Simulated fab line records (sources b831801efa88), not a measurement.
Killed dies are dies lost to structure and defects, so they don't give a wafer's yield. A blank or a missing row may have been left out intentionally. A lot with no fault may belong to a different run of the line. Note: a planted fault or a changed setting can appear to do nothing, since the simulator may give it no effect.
Which tool is to blame? | flow gf180mcu | Sampling: 7 lots, 21 wafers, 2 of 602 route steps

## WHAT THE GAUGES SHOWED, per wafer
GF_M4_OVL_MEAS_15.
lot  | measured     | on         | M4_OVL (nm)
L310 | day 24 15:27 | overlay-02 | -5 3 -1
L313 | day 25 14:49 | overlay-01 | 2 4 -3
L319 | day 27 09:26 | overlay-01 | -5 -6 -1
L323 | day 28 14:11 | overlay-02 | 8 2 6
L325 | day 29 08:29 | overlay-01 | 5 2 1
L330 | day 30 15:29 | overlay-01 | 4 -1 -2
L332 | day 31 02:29 | overlay-01 | -1 3 3

## EACH LOT AND THE TOOL THAT RAN IT (in order: tool; ch and the chambers of the sampled wafers; start)
lot  | GF_M4_SPUTTER_03
L310 | pvd sputter-03, day 23 16:56
L313 | pvd sputter-02, day 24 17:11
L319 | pvd sputter-03, day 26 11:58
L323 | pvd sputter-02, day 27 17:38
L325 | pvd sputter-02, day 28 12:28
L330 | pvd sputter-03, day 29 20:59
L332 | pvd sputter-04, day 30 07:40
- GF_M4_SPUTTER_03: material Ti, target thk 10 nm, time 6.7 s.

## THE ANSWER, worked out from the rows above alone
Rule: the lots themselves supply what counts as usual. The widest of any qualifying gaps counts: lots, ordered by their means at a reading, are off when they make up no more than a third of the lots, leave a main group of 4 or more, and stand apart from it by 3 or more times the standard deviation of that group's means. The tables above print the reading to a certain number of digits; a main group whose means all agree to those digits is not used. A lot without any number at a reading at which 4 lots or more have one is off too. Where the step has rows for the other lots, those lots are counted as sound.
No lot is off at any reading shown: from this, nothing can be told.

## WHAT HAD BEEN PUT IN BY THE SIMULATOR
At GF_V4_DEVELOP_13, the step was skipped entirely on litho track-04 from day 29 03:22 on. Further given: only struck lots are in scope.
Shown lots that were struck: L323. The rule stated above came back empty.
